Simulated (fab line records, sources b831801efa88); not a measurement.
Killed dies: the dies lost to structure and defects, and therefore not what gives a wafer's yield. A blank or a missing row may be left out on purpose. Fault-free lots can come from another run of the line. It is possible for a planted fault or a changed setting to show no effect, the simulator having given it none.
Chamber matching + flow gf180mcu + GF_CONTACT_CMP_27 on cmp-02: 3 sister chambers
The step polishes, stops on SiO2, t overpolish 15 s, target thk 0 nm. 3 wafers are shown with their chamber, then 6 later ones without.

## WAFERS WITH THEIR CHAMBER
| wafer  | chamber | motor_current_A (A) |
|--------|---------|---------------------|
| L416.3 | 0       | 10.7                |
| L416.4 | 2       | 10.1                |
| L423.2 | 3       | 11.3                |

## WAFERS WHOSE CHAMBER IS MISSING
| wafer  | motor_current_A (A) |
|--------|---------------------|
| L423.4 | 10.2                |
| L428.1 | 10.6                |
| L428.4 | 12.3                |
| L431.4 | 12.3                |
| L431.5 | 11.6                |
| L431.6 | 10.4                |

## CHAMBER TAKEN BY EACH
| wafer  | from the rows above          | in truth |
|--------|------------------------------|----------|
| L423.4 | can't be placed: 2 or 0 or 3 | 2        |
| L428.1 | can't be placed: 0 or 2 or 3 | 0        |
| L428.4 | can't be placed: 3 or 0 or 2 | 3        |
| L431.4 | can't be placed: 3 or 0 or 2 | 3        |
| L431.5 | can't be placed: 3 or 0 or 2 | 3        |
| L431.6 | can't be placed: 0 or 2 or 3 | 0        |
Correct placement for 0 of the 6. Not placeable from these rows: 6 (in 6, the candidates include the true chamber). 0 placed wrongly.
How it was worked out, from the rows above alone: a wafer's distance from a chamber is the root of the sum, over the readings, of the square of ((its reading less the chamber's mean) divided by the reading's scatter). If the next closest chamber is less than 2 further off than the closest, the wafer can't be placed; otherwise it belongs to the closest. Each chamber's mean is taken over the wafers shown for it. The scatter: with one shown wafer a chamber, the root of the mean of the squares of how far each hidden wafer lies from its nearest shown one.
